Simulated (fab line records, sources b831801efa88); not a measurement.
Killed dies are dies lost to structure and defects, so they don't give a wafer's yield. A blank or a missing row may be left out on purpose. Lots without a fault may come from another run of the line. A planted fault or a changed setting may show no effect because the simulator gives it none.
Which tool did it? | flow gf180mcu | 13 lots, 39 wafers sampled, at 5 steps of a route of 602

WHAT THE GAUGES READ, wafer by wafer
GF_HV_LDD_OVL_MEAS_08. Usual: HV_LDD_OVL -0.3 nm, standard deviation 1.1.
lot  | measured     | on         | HV_LDD_OVL (nm) | flag
L310 | day 9 21:47  | overlay-02 | 0.5 -0.5 0.0    |
L311 | day 10 08:53 | overlay-01 | -0.9 -0.3 1.8   |
L314 | day 11 04:55 | overlay-01 | -2.4 -0.8 -2.9  |
L315 | day 11 16:22 | overlay-02 | -2.5 -0.4 -0.1  |
L318 | day 12 12:42 | overlay-01 | 0.6 -2.0 -0.3   |
L319 | day 12 20:01 | overlay-01 | 0.8 0.7 0.7     |
L320 | day 13 03:16 | overlay-02 | -0.2 0.1 -2.0   |
L322 | day 13 19:58 | overlay-02 | -1.8 -1.0 -1.7  |
L324 | day 14 09:43 | overlay-01 | 1.0 1.5 -0.4    |
L328 | day 15 17:45 | overlay-02 | -1.0 1.4 -0.7   |
L329 | day 16 05:02 | overlay-02 | -0.5 -1.4 0.4   |
L330 | day 16 05:20 | overlay-01 | -1.3 -0.4 0.1   |
L333 | day 17 05:04 | overlay-01 | 1.6 2.8 1.5     |

GF_HV_LDD_TW_MEAS_23. Usual: HV_LDD_2_TW 1059, standard deviation 12.
lot  | measured     | on            | HV_LDD_2_TW    | flag
L310 | day 10 16:22 | film_metro-04 | 1031 1035 1028 |
L311 | day 11 03:29 | film_metro-04 | 1041 1044 1039 |
L314 | day 12 00:41 | film_metro-01 | 1077 1073 1077 |
L315 | day 12 12:50 | film_metro-04 | 1052 1043 1050 |
L318 | day 13 08:54 | film_metro-01 | 1071 1071 1074 |
L319 | day 13 16:42 | film_metro-04 | 1051 1052 1053 |
L320 | day 13 23:14 | film_metro-01 | 1075 1074 1077 |
L322 | day 14 17:02 | film_metro-04 | 1057 1049 1056 |
L324 | day 15 06:57 | film_metro-02 | 1068 1058 1065 |
L328 | day 16 16:17 | film_metro-02 | 1114 1119 1124 | OFF
L329 | day 17 03:44 | film_metro-04 | 1113 1123 1117 | OFF
L330 | day 17 04:02 | film_metro-02 | 1064 1066 1059 |
L333 | day 18 05:03 | film_metro-04 | 1057 1055 1058 |

GF_HV_LDD_TW_MEAS_50. Usual: HV_LDD_4_TW 573, standard deviation 5.3.
lot  | measured     | on            | HV_LDD_4_TW | flag
L310 | day 12 06:55 | film_metro-01 | 583 582 580 |
L311 | day 12 19:58 | film_metro-02 | 571 575 573 |
L314 | day 13 18:58 | film_metro-02 | 570 573 573 |
L315 | day 14 06:02 | film_metro-04 | 567 569 572 |
L318 | day 15 03:18 | film_metro-02 | 576 572 571 |
L319 | day 15 12:02 | film_metro-04 | 564 563 565 |
L320 | day 15 17:47 | film_metro-01 | 578 580 574 |
L322 | day 16 13:18 | film_metro-04 | 566 564 564 |
L324 | day 17 03:32 | film_metro-02 | 571 569 571 |
L328 | day 18 15:29 | film_metro-02 | 573 571 572 |
L329 | day 19 03:58 | film_metro-04 | 568 566 567 |
L330 | day 19 04:39 | film_metro-01 | 576 577 578 |
L333 | day 20 06:10 | film_metro-04 | 569 569 568 |

WHICH TOOL RAN EACH LOT (tool, then ch and the chambers of the sampled wafers, then the start)
lot  | GF_VT_IMPLANT_STRIP_31               | GF_HV_LDD_IMPLANT_21
L310 | plasma_asher-03 ch 0,1, day 6 20:29  | implanter-02 ch 0, day 10 16:08
L311 | plasma_asher-03 ch 0,1, day 7 04:34  | implanter-03 ch 0, day 11 03:16
L314 | plasma_asher-03 ch 0,1, day 7 23:20  | implanter-03 ch 0, day 12 00:26
L315 | plasma_asher-03 ch 0,1, day 8 05:27  | implanter-03 ch 0, day 12 12:26
L318 | plasma_asher-01 ch 0,1, day 9 01:44  | implanter-02 ch 0, day 13 08:40
L319 | plasma_asher-01 ch 0,1, day 9 07:31  | implanter-02 ch 0, day 13 16:27
L320 | plasma_asher-04 ch 0,1, day 9 16:23  | implanter-03 ch 0, day 13 22:59
L322 | plasma_asher-04 ch 1, day 10 04:48   | implanter-03 ch 0, day 14 16:47
L324 | plasma_asher-04 ch 0,1, day 10 18:48 | implanter-03 ch 0, day 15 06:42
L328 | plasma_asher-01 ch 0,1, day 11 21:27 | implanter-03 ch 0, day 16 16:03
L329 | plasma_asher-01 ch 0,1, day 12 09:16 | implanter-03 ch 0, day 17 03:29
L330 | plasma_asher-04 ch 0,1, day 12 09:24 | implanter-02 ch 0, day 17 03:47
L333 | plasma_asher-03 ch 1, day 13 07:44   | implanter-01 ch 0, day 18 04:49
- GF_VT_IMPLANT_STRIP_31: strips in O2/N2.
- GF_HV_LDD_IMPLANT_21

WHAT THE TOOLS THEMSELVES READ (means of the sampled wafers that have a number; where no wafer has one, the mark that the record gives instead)
GF_VT_IMPLANT_STRIP_31. Usual: drypump_motor_current_A 6.0 A, standard deviation 0.39; heater_power_w 353 W, standard deviation 36; oes_product_au 0.715 a.u., standard deviation 0.0044; strip_time_to_endpoint_s 12.64 s, standard deviation 0.04.
lot  | tool            | drypump_motor_current_A (A) | heater_power_w (W) | oes_product_au (a.u.) | strip_time_to_endpoint_s (s) | flag
L310 | plasma_asher-03 | 5.7                         | 392                | 0.715                 | 12.67                        |
L311 | plasma_asher-03 | 5.5                         | 386                | 0.716                 | 12.64                        |
L314 | plasma_asher-03 | 5.6                         | 383                | 0.716                 | 12.68                        |
L315 | plasma_asher-03 | 5.7                         | 386                | 0.717                 | 12.69                        |
L318 | plasma_asher-01 | 6.0                         | 379                | 0.712                 | 12.63                        |
L319 | plasma_asher-01 | 6.0                         | 381                | 0.714                 | 12.66                        |
L320 | plasma_asher-04 | 6.4                         | 323                | 0.717                 | 12.64                        |
L322 | plasma_asher-04 | 6.4                         | 337                | 0.715                 | 12.64                        |
L324 | plasma_asher-04 | 6.3                         | 330                | 0.719                 | 12.68                        |
L328 | plasma_asher-01 | 5.7                         | 357                | 0.716                 | 12.57                        |
L329 | plasma_asher-01 | 6.0                         | 380                | 0.717                 | 12.59                        |
L330 | plasma_asher-04 | 6.2                         | 310                | 0.716                 | 12.66                        |
L333 | plasma_asher-03 | 5.9                         | 396                | 0.712                 | 12.64                        |

GF_HV_LDD_IMPLANT_21. Usual: dose_ions_cm2 5.001e+13, standard deviation 6e+10; faraday_current_uA 282, standard deviation 5.9.
lot  | tool         | dose_ions_cm2 | faraday_current_uA | flag
L310 | implanter-02 | 4.996e+13     | 280                |
L311 | implanter-03 | 5.000e+13     | 282                |
L314 | implanter-03 | 5.002e+13     | 286                |
L315 | implanter-03 | 4.998e+13     | 282                |
L318 | implanter-02 | 5.012e+13     | 279                |
L319 | implanter-02 | 5.001e+13     | 278                |
L320 | implanter-03 | 5.004e+13     | 285                |
L322 | implanter-03 | 5.006e+13     | 283                |
L324 | implanter-03 | 5.002e+13     | 278                |
L328 | implanter-03 | 5.963e+13     | 333                | OFF
L329 | implanter-03 | 5.963e+13     | 338                | OFF
L330 | implanter-02 | 4.999e+13     | 287                |
L333 | implanter-01 | 5.003e+13     | 287                |

THE ANSWER, worked out from the rows above alone
Rule: a lot is off if the mean of its wafers that have a number lies more than 3 standard deviations from the usual mean. A lot without any number at a reading at which 4 lots or more have one is off too. The other lots that the step has rows for count as sound. The gauges are gone through in route order, then the tools' own readings, and for those a lot's mean is taken as printed above. The first step at which some lot is off is used, and at that step the reading that is off furthest; a lot without a number counts as furthest.
Off: L328, L329, at GF_HV_LDD_TW_MEAS_23 (HV_LDD_2_TW).
A tool fits if, at a process step before that reading, it ran every lot that is off, and no sound lot after the first of them. The gauges at GF_HV_LDD_TW_MEAS_23 aren't tried: what is off there is off at GF_HV_LDD_IMPLANT_21 too, on other tools, and a gauge's error can't cause that. Can't be told from this: 2 tools fit, plasma_asher-01 at GF_VT_IMPLANT_STRIP_31, implanter-03 at GF_HV_LDD_IMPLANT_21.

WHAT THE SIMULATOR HAD PUT IN
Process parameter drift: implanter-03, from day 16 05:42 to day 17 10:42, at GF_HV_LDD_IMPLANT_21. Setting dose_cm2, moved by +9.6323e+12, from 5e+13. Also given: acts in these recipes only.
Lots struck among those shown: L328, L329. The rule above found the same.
